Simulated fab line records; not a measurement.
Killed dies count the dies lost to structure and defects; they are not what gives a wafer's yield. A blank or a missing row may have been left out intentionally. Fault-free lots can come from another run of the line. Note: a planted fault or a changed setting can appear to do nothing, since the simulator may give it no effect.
Problem report, 8D (eight disciplines) form, completed by code || flow sfq_line || the parts of the form that need people (team, actions taken, sign-off) are left out

== 1. PROBLEM STATEMENT ==
Mean of run_length_s at SFQ_TRILAYER_I0_VIA_BARC_OPEN_VIA_ETCH_046: 79.0 s across 5 wafers in 3 lots; on wafers with no fault it is 69.9 s (standard deviation 0.45). Measured from the usual mean, that is +20 standard deviations.
The step: etches BARC in O2, target depth 125 nm, time 41.7 s.
First seen on wafer L520.5, day 18 22:32, on rie_diel-01. At this step, 21 wafers from 7 lots have a number in the record. Rule for "out" (also "out of limits"): further than 4 standard deviations from the usual mean. All remaining wafers that have a number are taken as sound.

== 2. WHAT IT IS; WHAT IT IS NOT ==
{"question": "which readings at this step", "is": "run_length_s, oes_product_au", "is not": "drypump_motor_current_A"}
{"question": "which lots", "is": "L520, L522, L524", "is not": "L514, L526, L531, L533"}
{"question": "which wafers of those lots", "is": "L520.5, L522.4, L522.5, L524.3, L524.5", "is not": "L520.1, L520.2, L522.1, L524.1"}
{"question": "read on which tools", "is": "rie_diel-01", "is not": "rie_diel-03"}
{"question": "when", "is": "from day 18 22:32", "is not": "up to then (5 sound wafers); but 11 sound wafers of L522, L524, L526, L531, L533 came after"}

== 3. THE SUSPECTS, EACH WITH WHAT RULES IT OUT ==
Counting: any tool at a process step up to the reading remains a suspect provided it ran every lot that is out. Sound lots after the first of them don't rule it out here, since some wafers of a struck lot are sound.
- rie_diel-01 at SFQ_TRILAYER_I0_VIA_BARC_OPEN_VIA_ETCH_046 (etches BARC in O2, target depth 125 nm, time 41.7 s): kept. Ran every lot that is out, first one L520 (day 18 22:32); last sound lot up to then L514 (day 15 21:07). Its own oes_product_au, run_length_s readings are out on those wafers.
Remaining after the count: rie_diel-01 at SFQ_TRILAYER_I0_VIA_BARC_OPEN_VIA_ETCH_046.

== 4. THE CAUSE (what the simulator had put in) ==
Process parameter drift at SFQ_TRILAYER_I0_VIA_BARC_OPEN_VIA_ETCH_046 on rie_diel-01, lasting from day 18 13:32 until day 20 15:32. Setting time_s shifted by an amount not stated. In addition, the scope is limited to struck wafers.
The count eliminated every tool but this one.

== 5. THE EFFECT CHAIN, in route order ==
Rows list readings where the struck wafers' mean (over those with a number) sits beyond 3 standard deviations from the usual. Scope: only readings with a usual standard deviation given in the record; hours: median across lots of the time from each lot's start at the first step in this table that gives one to its start at this step; sigmas: change in usual standard deviations.
{"hours": 0, "step": "SFQ_TRILAYER_I0_VIA_BARC_OPEN_VIA_ETCH_046", "reading": "oes_product_au", "usual": "0.684 a.u.", "on struck wafers": 0.624, "change": -0.060, "sigmas": -13}
{"hours": 0, "step": "SFQ_TRILAYER_I0_VIA_BARC_OPEN_VIA_ETCH_046", "reading": "run_length_s", "usual": "69.9 s", "on struck wafers": 79.0, "change": "+9.1", "sigmas": "+20"}
Process steps it contains:
- SFQ_TRILAYER_I0_VIA_BARC_OPEN_VIA_ETCH_046: etches BARC in O2, target depth 125 nm, time 41.7 s.

== 6. HOW IT WOULD HAVE BEEN CAUGHT EARLIER ==
In this record the first reading out of limits was taken at day 18 22:32, 9 hours after the fault began at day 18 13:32.
